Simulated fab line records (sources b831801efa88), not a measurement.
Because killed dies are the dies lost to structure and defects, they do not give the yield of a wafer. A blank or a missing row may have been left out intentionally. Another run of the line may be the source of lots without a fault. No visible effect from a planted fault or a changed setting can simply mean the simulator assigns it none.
The same fault as seen by 2 desks -- flow gf180mcu -- what lay behind the numbers comes last; until then each desk has only its own

THE TOOL OWNER'S DESK: pvd_sputter-03
The tool's own readings at GF_TOP_METAL_SPUTTER_02 (material AlCu, target thk 900 nm, time 47.82 s): means of the sampled wafers that have a number, for each lot that ran on this tool. Marked OUT: a lot whose mean sits more than 4 standard deviations from the usual mean, which makes it out of limits; the brackets give that distance.
Columns: A = throttle_valve_pct at GF_TOP_METAL_SPUTTER_02, usual 30.2 %
lot,first seen here,A
L301,day 27 07:17,31.5
L309,day 29 19:31,30.6
L322,day 33 05:43,30.4
Finding of this desk: none of the 3 lots has anything out of limits.

AT THE METROLOGY DESK
What the gauges read, lot by lot, whatever tool the lot ran on: means of the sampled wafers that have a number. Marked OUT: a lot whose mean sits more than 4 standard deviations from the usual mean, which makes it out of limits; the brackets give that distance.
Columns: A = TOP_METAL_ALCU_RS at GF_TOP_METAL_RS_MEAS_05, usual 0.0330 ohm/sq; B = TOP_METAL_ALCU_THK at GF_TOP_METAL_THK_MEAS_06, usual 899 nm
lot,first seen here,A,B
L301,day 27 07:25,0.0329,915
L302,day 27 12:34,0.0333,883
L309,day 29 19:36,0.0336,886
L311,day 30 07:34,0.0329,894
L314,day 31 00:32,0.0335,891
L318,day 32 05:07,0.0332,892
L319,day 32 06:50,0.0336,879
L320,day 32 15:56,0.0334,882
L321,day 33 02:57,0.0333,888
L322,day 33 05:50,0.0327,903
L323,day 33 11:44,0.0329,899
Finding of this desk: none of the 11 lots has anything out of limits.

BROUGHT TOGETHER
The tool owner's desk saw nothing out of limits.
Metrology desk: nothing out of limits seen.

WHAT THE SIMULATOR PUT IN
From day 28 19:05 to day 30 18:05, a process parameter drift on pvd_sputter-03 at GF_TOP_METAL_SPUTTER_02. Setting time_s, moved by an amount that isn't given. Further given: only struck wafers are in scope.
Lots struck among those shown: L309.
